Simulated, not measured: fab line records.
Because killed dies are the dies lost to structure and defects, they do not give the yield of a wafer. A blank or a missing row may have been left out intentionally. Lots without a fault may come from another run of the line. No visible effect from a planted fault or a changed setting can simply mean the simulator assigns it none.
2 desks looking at one fault ; flow gf180mcu ; numbers are kept per desk, each desk with only its own; the story behind them comes last

## FOR THE TOOL OWNER'S DESK: pvd-sputter-02
At GF_MIM_SPUTTER_09 (material TiN, target thk 35 nm, time 29.2 s) the tool's own readings: per lot run on this tool, the mean of the sampled wafers that have a number. The brackets show how far a lot's mean lies from the usual mean; more than 4 standard deviations puts the lot out of limits, marked OUT.
Columns: A = throttle-valve-pct at GF_MIM_SPUTTER_09, usual 29.5 %
lot;first seen here;A
L969;day 25 19:08;29.1
L971;day 26 12:09;28.8
L982;day 29 22:04;29.5
L987;day 31 01:29;29.4
This desk's finding: nothing out of limits on any of the 4 lots.

## THE METROLOGY DESK
Means of the sampled wafers that have a number, per lot and without regard to the tool the lot ran on: this is what the gauges read. The brackets show how far a lot's mean lies from the usual mean; more than 4 standard deviations puts the lot out of limits, marked OUT.
Columns: A = V4_W_RS at GF_V4_RS_MEAS_24, usual 0.329 ohm/sq; B = V4_W_THK at GF_V4_THK_MEAS_25, usual 351 nm; C = MIM_CVD_05_THK at GF_MIM_THK_MEAS_06, usual 41.8 nm; D = MIM_ALCU_RS at GF_MIM_RS_MEAS_10, usual 0.1605 ohm/sq; E = MIM_ALCU_THK at GF_MIM_THK_MEAS_11, usual 199.7 nm; F = cd-nm at GF_M5_CD_MEAS_07, usual 279.8 nm; G = M5_OVL at GF_M5_OVL_MEAS_08, usual -1 nm
lot;first seen here;A;B;C;D;E;F;G
L969;day 25 18:19;0.333;345;41.7;0.1596;198.7;281.1;-6
L971;day 26 11:20;0.332;346;42.4;0.1628;195.9;280.1;3
L980;day 29 08:14;0.330;344;42.2;0.1588;202.1;279.5;1
L982;day 29 19:19;0.318;367;41.7;0.1618;198.6;279.0;11
L983;day 30 06:50;0.330;348;42.3;0.1612;198.9;282.2;-3
L987;day 31 00:32;0.328;351;41.7;0.1570;203.5;281.7;3
This desk's finding: nothing out of limits on any of the 6 lots.

## BROUGHT TOGETHER
Nothing out of limits was seen by the tool owner's desk.
The metrology desk saw nothing out of limits.

## WHAT HAD BEEN PUT IN BY THE SIMULATOR
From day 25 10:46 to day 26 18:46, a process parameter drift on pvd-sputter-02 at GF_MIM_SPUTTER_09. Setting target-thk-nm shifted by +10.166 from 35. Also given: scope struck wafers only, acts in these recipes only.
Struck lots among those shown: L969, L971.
